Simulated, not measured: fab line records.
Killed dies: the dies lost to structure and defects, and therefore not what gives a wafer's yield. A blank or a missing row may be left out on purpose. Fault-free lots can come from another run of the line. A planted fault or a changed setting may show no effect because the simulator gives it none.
fab line records	flow sky130
record: lots: 13	wafers: 39	last-day: 50
route steps=708 shown NWELL@76 VT_ADJUST_LVTN@117 VT_ADJUST_NCORE@129 SONOS_ONO@169 GATE_OXIDE@201
lots that met no fault: from a run of the same line without faults
start-h: the number of hours between the record's first day and the start of the first shown wafer of the lot	wait-h: hours since the lot's step before	" the same as in the row above	L1.1+2: one row covering several wafers at once	- no value present, or no start provided	* or withheld: withheld	< > ~ a bound
route shown NAME@n: NAME is a module with steps in the file, n the number in the route of the first one	usual: mean/standard deviation taken from wafers without a fault	same: alike in all rows	chamber/n: place in a boat	sites: the reading at each site	_std_site: standard deviation of those values	_edge_site: the outer-site mean with the inner-site mean subtracted	radius-mm: for every site, how far away it sits from the centre of the wafer	mask NAME#n: copy n	behind: the last tool/chamber to shape the wafer	hold: reason for holding the lot/hours on hold/outcome of the hold	device: the transistor (n, p or np) that didn't switch	end of line: the tests these same wafers got at the end of their route	a step given without rows: its recipe and nothing more	killed: the dies lost at the first sort to structure and to defects; this is not the yield of the wafer	map: shows each die of a wafer: x if killed, . if not, _ if none is there
set.NAME: the setting as run; set.NAME@STEP: as run at that earlier step	model.NAME: the simulator's own value behind a step, which no gauge read
steps of the route over a sample of lots; a table a step, a row a wafer
services: the hour from which a tool's chamber was out of use, counted from the record's first day as start-h (under 0 if before that day), plus the number of hours and why
== steps ==
step: SKY_NWELL_OVL_MEAS_23
usual: NWELL_01_OVL: -0.5/1.1
lot.wafer	tool	chamber	start-h	wait-h	NWELL_01_OVL[nm]
L591.3	overlay-02	-	111.87	-	-1.8
L591.4	"	-	"	"	-2.5
L591.5	"	-	"	"	-1.5
L592.2	overlay-01	-	115.79	-	-0.1
L592.5	"	-	"	"	-0.8
L592.6	"	-	"	"	-2.7
L593.1	overlay-02	-	123.50	-	0.2
L593.2	"	-	"	"	-0.6
L593.4	"	-	"	"	-1.2
L594.1	overlay-01	-	129.28	-	0.8
L594.2	"	-	"	"	1.5
L594.4	"	-	"	"	0.2
L596.1	overlay-02	-	138.95	-	-3.2
L596.2	"	-	"	"	-2.1
L596.5	"	-	"	"	-1.3
L597.2	overlay-02	-	145.31	-	0.5
L597.3	"	-	"	"	-0.3
L597.5	"	-	"	"	0.8
L599.1	overlay-01	-	162.90	-	-0.6
L599.4	"	-	"	"	-0.9
L599.6	"	-	"	"	0.5
L603.1	overlay-01	-	178.50	-	-2.3
L603.3	"	-	"	"	-1.0
L603.4	"	-	"	"	-1.0
L608.3	overlay-02	-	214.71	-	0.2
L608.5	"	-	"	"	1.2
L608.6	"	-	"	"	-0.5
L609.1	overlay-01	-	217.70	-	1.0
L609.3	"	-	"	"	0.3
L609.4	"	-	"	"	0.7
L610.1	overlay-01	-	227.20	-	1.1
L610.3	"	-	"	"	-0.9
L610.6	"	-	"	"	-0.3
L612.2	overlay-02	-	235.95	-	-0.3
L612.3	"	-	"	"	-1.3
L612.6	"	-	"	"	0.1
L613.3	overlay-02	-	241.06	-	-0.2
L613.4	"	-	"	"	-0.7
L613.6	"	-	"	"	0.4
step: SKY_VT_ADJUST_LVTN_STRIP_20
recipe: chemistry: O2/N2	power-w: 1400	pressure-mtorr: 1500	platen-temp-c: withheld	o2-flow-sccm: 3000	n2-flow-sccm: 300	overash-fraction: 0.5
usual: drypump-motor-current-A: 6.1/0.38	oes-product-au: 0.716/0.0045	strip-time-to-endpoint-s: 14.17/0.043
same: overash-fraction: 0.5
lot.wafer	tool	chamber	start-h	wait-h	drypump-motor-current-A	oes-product-au	rf-hours-counter-h	strip-time-to-endpoint-s
L591.3	plasma-asher-03	0	170.12	0.1	5.7	0.718	-	14.21
L591.4	"	1	"	"	6.8	0.717	-	14.19
L591.5	"	1	"	"	6.8	0.722	-	14.20
L592.2	plasma-asher-02	0	174.73	0.1	6.2	0.709	37	14.21
L592.5	"	0	"	"	6.3	0.710	-	14.17
L592.6	"	1	"	"	6.2	0.716	-	14.19
L593.1	plasma-asher-02	0	182.84	0.1	6.3	0.720	38	14.12
L593.2	"	1	"	"	6.1	0.715	38	14.12
L593.4	"	1	"	"	6.2	0.723	-	14.16
L594.1	plasma-asher-02	1	188.65	0.1	6.2	0.715	38	14.13
L594.2	"	0	"	"	6.3	0.711	38	14.08
L594.4	"	0	"	"	6.2	0.719	-	14.12
L596.1	plasma-asher-01	1	199.83	0.1	6.2	0.721	52	14.20
L596.2	"	0	"	"	5.4	0.706	52	14.23
L596.5	"	1	"	"	6.3	0.716	-	14.21
L597.2	plasma-asher-03	1	207.98	0.1	6.8	0.920	52	-
L597.3	"	0	"	"	5.7	0.928	-	-
L597.5	"	1	"	"	6.8	0.934	-	-
L599.1	plasma-asher-01	0	226.75	0.1	5.4	0.709	55	14.13
L599.4	"	1	"	"	6.2	0.715	-	14.10
L599.6	"	0	"	"	5.4	0.720	-	14.12
L603.1	plasma-asher-01	1	244.65	0.1	6.3	0.712	57	14.12
L603.3	"	0	"	"	5.5	0.715	-	14.16
L603.4	"	1	"	"	6.3	0.715	-	14.12
L608.3	plasma-asher-02	0	286.37	0.1	6.3	0.704	-	14.21
L608.5	"	1	"	"	6.2	0.712	-	14.23
L608.6	"	0	"	"	6.2	0.718	-	14.22
L609.1	plasma-asher-03	1	288.75	0.1	6.8	0.713	59	14.14
L609.3	"	0	"	"	5.7	0.717	-	14.17
L609.4	"	1	"	"	6.8	0.710	-	14.09
L610.1	plasma-asher-03	1	300.49	0.1	6.8	0.718	60	14.19
L610.3	"	1	"	"	6.8	0.711	-	14.16
L610.6	"	1	"	"	6.8	0.724	-	14.17
L612.2	plasma-asher-02	0	309.98	0.1	6.2	0.719	50	14.22
L612.3	"	0	"	"	6.3	0.707	-	14.22
L612.6	"	1	"	"	6.2	0.707	-	14.25
L613.3	plasma-asher-01	1	315.08	0.1	6.2	0.719	-	14.17
L613.4	"	0	"	"	5.5	0.707	-	14.20
L613.6	"	1	"	"	6.3	0.711	-	14.15
step: SKY_VT_ADJUST_NCORE_STRIP_10
recipe: chemistry: O2/N2	power-w: 1400	pressure-mtorr: 1500	platen-temp-c: withheld	o2-flow-sccm: 2881	n2-flow-sccm: 300	overash-fraction: 0.5
usual: drypump-motor-current-A: 5.8/0.62	oes-product-au: 0.715/0.0046	strip-time-to-endpoint-s: 14.22/0.045
same: overash-fraction: 0.5
lot.wafer	tool	chamber	start-h	wait-h	drypump-motor-current-A	oes-product-au	rf-hours-counter-h	strip-time-to-endpoint-s
L591.3	plasma-asher-04	0	190.17	0.1	5.0	0.716	-	14.29
L591.4	"	1	"	"	5.4	0.713	-	14.28
L591.5	"	0	"	"	5.0	0.707	-	14.30
L592.2	plasma-asher-04	0	194.70	0.1	5.0	0.715	7	14.24
L592.5	"	1	"	"	5.4	0.721	-	14.21
L592.6	"	0	"	"	5.0	0.716	-	14.26
L593.1	plasma-asher-04	1	204.45	0.1	5.4	0.706	8	14.18
L593.2	"	0	"	"	5.0	0.718	8	14.20
L593.4	"	1	"	"	5.4	0.719	-	14.23
L594.1	plasma-asher-02	0	210.75	0.1	6.3	0.711	40	14.20
L594.2	"	1	"	"	6.2	0.717	40	14.19
L594.4	"	1	"	"	6.1	0.715	-	14.22
L596.1	plasma-asher-03	1	221.94	0.1	6.8	0.716	53	14.24
L596.2	"	0	"	"	5.7	0.719	53	14.25
L596.5	"	0	"	"	5.7	0.718	-	14.20
L597.2	plasma-asher-03	1	230.80	0.1	6.8	0.711	53	22.72
L597.3	"	0	"	"	5.7	0.718	-	22.71
L597.5	"	0	"	"	5.7	0.717	-	22.71
L599.1	plasma-asher-03	0	249.77	0.1	5.8	0.717	55	14.25
L599.4	"	0	"	"	5.7	0.726	-	14.23
L599.6	"	0	"	"	5.7	0.717	-	14.20
L603.1	plasma-asher-02	1	268.24	0.1	6.2	0.725	46	14.17
L603.3	"	1	"	"	6.2	0.715	-	14.18
L603.4	"	0	"	"	6.3	0.713	-	14.15
L608.3	plasma-asher-04	0	311.92	0.1	5.0	0.723	-	14.18
L608.5	"	1	"	"	5.4	0.708	-	14.19
L608.6	"	0	"	"	5.0	0.703	-	14.14
L609.1	plasma-asher-02	1	314.20	0.1	6.2	0.712	50	14.27
L609.3	"	1	"	"	6.1	0.708	-	14.25
L609.4	"	0	"	"	6.3	0.713	-	14.25
L610.1	plasma-asher-04	0	326.37	0.1	5.0	0.714	20	14.21
L610.3	"	1	"	"	5.4	0.707	-	14.15
L610.6	"	0	"	"	5.0	0.720	-	14.20
L612.2	plasma-asher-03	1	337.75	0.1	6.8	0.713	63	14.21
L612.3	"	1	"	"	6.8	0.708	-	14.23
L612.6	"	1	"	"	6.8	0.722	-	14.21
L613.3	plasma-asher-04	0	341.79	0.1	5.0	0.711	-	14.21
L613.4	"	1	"	"	5.4	0.708	-	14.13
L613.6	"	1	"	"	5.4	0.707	-	14.19
step: SKY_VT_ADJUST_NCORE_TW_MEAS_11
usual: VT_ADJUST_NCORE_TW: 218/3
lot.wafer	tool	chamber	start-h	wait-h	VT_ADJUST_NCORE_TW
L591.3	film-metro-01	-	190.26	0.1	215
L591.4	"	-	"	"	216
L591.5	"	-	"	"	217
L592.2	film-metro-01	-	194.81	0.1	216
L592.5	"	-	"	"	216
L592.6	"	-	"	"	217
L593.1	film-metro-04	-	204.55	0.1	218
L593.2	"	-	"	"	218
L593.4	"	-	"	"	218
L594.1	film-metro-01	-	210.85	0.1	216
L594.2	"	-	"	"	215
L594.4	"	-	"	"	216
L596.1	film-metro-01	-	222.04	0.1	217
L596.2	"	-	"	"	216
L596.5	"	-	"	"	216
L597.2	film-metro-01	-	230.91	0.1	30
L597.3	"	-	"	"	30
L597.5	"	-	"	"	30
L599.1	film-metro-04	-	249.87	0.1	216
L599.4	"	-	"	"	215
L599.6	"	-	"	"	216
L603.1	film-metro-01	-	268.34	0.1	217
L603.3	"	-	"	"	216
L603.4	"	-	"	"	216
L608.3	film-metro-01	-	312.01	0.1	216
L608.5	"	-	"	"	216
L608.6	"	-	"	"	217
L609.1	film-metro-03	-	314.30	0.1	223
L609.3	"	-	"	"	223
L609.4	"	-	"	"	222
L610.1	film-metro-01	-	326.47	0.1	215
L610.3	"	-	"	"	215
L610.6	"	-	"	"	215
L612.2	film-metro-03	-	337.86	0.1	224
L612.3	"	-	"	"	223
L612.6	"	-	"	"	222
L613.3	film-metro-03	-	341.87	0.1	223
L613.4	"	-	"	"	224
L613.6	"	-	"	"	222
step: SKY_SONOS_ONO_THK_MEAS_01
recipe: reads: SiO2_of_SONOS_ONO_OXIDATION_00
usual: SONOS_ONO_OXIDATION_THK: 2.60/0.076
lot.wafer	tool	chamber	start-h	wait-h	SONOS_ONO_OXIDATION_THK[nm]
L591.3	film-metro-01	-	260.32	0.0	2.62
L591.4	"	-	"	"	2.56
L591.5	"	-	"	"	2.59
L592.2	film-metro-04	-	266.37	0.0	2.65
L592.5	"	-	"	"	2.57
L592.6	"	-	"	"	2.53
L593.1	film-metro-03	-	275.98	0.0	2.55
L593.2	"	-	"	"	2.62
L593.4	"	-	"	"	2.57
L594.1	film-metro-04	-	283.05	0.0	2.50
L594.2	"	-	"	"	2.46
L594.4	"	-	"	"	2.48
L596.1	film-metro-04	-	297.76	0.0	2.51
L596.2	"	-	"	"	2.56
L596.5	"	-	"	"	2.57
L597.2	film-metro-01	-	307.38	0.0	2.51
L597.3	"	-	"	"	2.59
L597.5	"	-	"	"	2.55
L599.1	film-metro-04	-	329.15	0.0	2.65
L599.4	"	-	"	"	2.62
L599.6	"	-	"	"	2.55
L603.1	film-metro-04	-	350.11	0.0	2.57
L603.3	"	-	"	"	2.67
L603.4	"	-	"	"	2.60
L608.3	film-metro-04	-	398.10	0.0	2.69
L608.5	"	-	"	"	2.70
L608.6	"	-	"	"	2.70
L609.1	film-metro-04	-	400.21	0.0	2.70
L609.3	"	-	"	"	2.76
L609.4	"	-	"	"	2.72
L610.1	film-metro-04	-	413.14	0.0	2.57
L610.3	"	-	"	"	2.64
L610.6	"	-	"	"	2.67
L612.2	film-metro-04	-	426.05	0.0	2.71
L612.3	"	-	"	"	2.69
L612.6	"	-	"	"	2.69
L613.3	film-metro-03	-	430.81	0.0	2.48
L613.4	"	-	"	"	2.64
L613.6	"	-	"	"	2.54
step: SKY_GATE_OXIDE_TW_MEAS_14
usual: GATE_OXIDE_TW: 225/3.2
lot.wafer	tool	chamber	start-h	wait-h	GATE_OXIDE_TW
L591.3	film-metro-03	-	315.09	0.1	228
L591.4	"	-	"	"	228
L591.5	"	-	"	"	228
L592.2	film-metro-01	-	325.61	0.1	222
L592.5	"	-	"	"	221
L592.6	"	-	"	"	219
L593.1	film-metro-03	-	331.94	0.1	228
L593.2	"	-	"	"	229
L593.4	"	-	"	"	228
L594.1	film-metro-01	-	341.07	0.1	222
L594.2	"	-	"	"	221
L594.4	"	-	"	"	221
L596.1	film-metro-01	-	355.80	0.1	221
L596.2	"	-	"	"	221
L596.5	"	-	"	"	221
L597.2	film-metro-02	-	370.06	0.1	225
L597.3	"	-	"	"	226
L597.5	"	-	"	"	225
L599.1	film-metro-02	-	389.19	0.1	223
L599.4	"	-	"	"	223
L599.6	"	-	"	"	223
L603.1	film-metro-01	-	413.69	0.1	222
L603.3	"	-	"	"	223
L603.4	"	-	"	"	223
L608.3	film-metro-03	-	465.51	0.1	230
L608.5	"	-	"	"	229
L608.6	"	-	"	"	229
L609.1	film-metro-03	-	468.07	0.1	229
L609.3	"	-	"	"	230
L609.4	"	-	"	"	230
L610.1	film-metro-02	-	480.72	0.1	224
L610.3	"	-	"	"	224
L610.6	"	-	"	"	224
L612.2	film-metro-02	-	494.84	0.1	225
L612.3	"	-	"	"	224
L612.6	"	-	"	"	224
L613.3	film-metro-01	-	498.40	0.1	221
L613.4	"	-	"	"	221
L613.6	"	-	"	"	220
== services ==
tool	chamber	start-h	hours	kind
plasma-asher-01	-	169.70	1.8	repair
plasma-asher-04	-	199.24	2.8	pm
plasma-asher-04	-	217.45	0.4	repair
plasma-asher-03	-	226.55	4.0	repair
plasma-asher-03	-	245.89	2.5	repair
plasma-asher-01	-	261.90	2.4	repair
plasma-asher-03	-	269.32	1.4	repair
plasma-asher-02	-	272.30	10.8	repair
plasma-asher-03	-	314.18	2.8	pm
== key ==
first-sign: step: SKY_VT_ADJUST_LVTN_STRIP_20	reading: oes-product-au	direction: up	sigmas: 47	usual: 0.716	struck: 0.928
effect: step: SKY_VT_ADJUST_NCORE_STRIP_10	reading: strip-time-to-endpoint-s	direction: up	sigmas: 99+	usual: *	struck: *
effect: step: SKY_VT_ADJUST_NCORE_TW_MEAS_11	reading: VT_ADJUST_NCORE_TW	direction: down	sigmas: 63	usual: 218	struck: 30
met-at SKY_VT_ADJUST_LVTN_STRIP_20
struck-lots L597
sort-left-out L597.2,L597.3,L597.5
tester-left-out L597
not-acting-at SKY_NWELL_OVL_MEAS_23,SKY_SONOS_ONO_THK_MEAS_01,SKY_GATE_OXIDE_TW_MEAS_14
onset-between 170.12 207.98
fault: kind: strip-aborted	tool: plasma-asher-03	chamber: -	onset-h: 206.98	steps: SKY_VT_ADJUST_LVTN_STRIP_20	offset: 0.7375	end-h: 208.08
tester-left-out: of these lots the tester's yield and bins aren't shown, on N5 and GAA mostly nor the transistor test; their killed dies are dies lost to structure and defects alone, not to doping, threshold or leakage, so they don't give the yield
sort-left-out: the simulated sort isn't trusted on such a fault, so these wafers' sort isn't shown, and their yield isn't known
